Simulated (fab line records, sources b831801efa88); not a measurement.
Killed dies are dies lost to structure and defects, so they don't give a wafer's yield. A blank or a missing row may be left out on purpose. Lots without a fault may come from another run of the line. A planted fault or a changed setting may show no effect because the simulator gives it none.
Chamber matching | flow sky130 | SKY_POLY_CUT_ETCH_11 on rie_diel-04: 4 sister chambers
The step etches Si3N4 in CF4/CH2F2/Ar, stops on poly-Si, time 42.5 s, target depth 60 nm. 8 wafers are shown with their chamber, then 7 later ones without.

WAFERS WITH THEIR CHAMBER
wafer  | chamber | drypump_motor_current_A (A) | rf_fwd_power_W (W)
L074.1 | 2       | 5.8                         | 597.0
L079.6 | 1       | 4.9                         | 590.5
L081.3 | 1       | 4.9                         | 589.1
L083.1 | 2       | 5.7                         | 595.4
L083.3 | 3       | 5.2                         | 594.9
L083.6 | 0       | 5.6                         | 589.4
L085.1 | 3       | 5.2                         | 597.0
L085.5 | 0       | 5.6                         | 589.8

WAFERS WITHOUT THEIR CHAMBER
wafer  | drypump_motor_current_A (A) | rf_fwd_power_W (W)
L085.6 | 4.9                         | 586.1
L092.2 | 4.8                         | 593.7
L092.4 | 5.2                         | 596.5
L092.6 | 5.6                         | 586.2
L093.2 | 5.2                         | 592.8
L093.4 | 5.7                         | 599.3
L093.6 | 5.7                         | 598.1

WHICH CHAMBER EACH WENT THROUGH
wafer  | from the rows above | in truth
L085.6 | 1                   | 1
L092.2 | 1                   | 1
L092.4 | 3                   | 3
L092.6 | 0                   | 0
L093.2 | 3                   | 3
L093.4 | 2                   | 2
L093.6 | 2                   | 2
Placed correctly: 7 of 7. Can't be placed from these rows: 0. Placed wrongly: 0.
How it was worked out, from the rows above alone: a wafer's distance from a chamber is the root of the sum, over the readings, of the square of ((its reading less the chamber's mean) divided by the reading's scatter). The wafer belongs to the nearest chamber; if the next one is less than 2 further off, it can't be placed. A chamber's mean is the mean of its shown wafers. The scatter: the root of (the sum of the squares of (reading less its chamber's mean) over the shown wafers, divided by (wafers less chambers)).
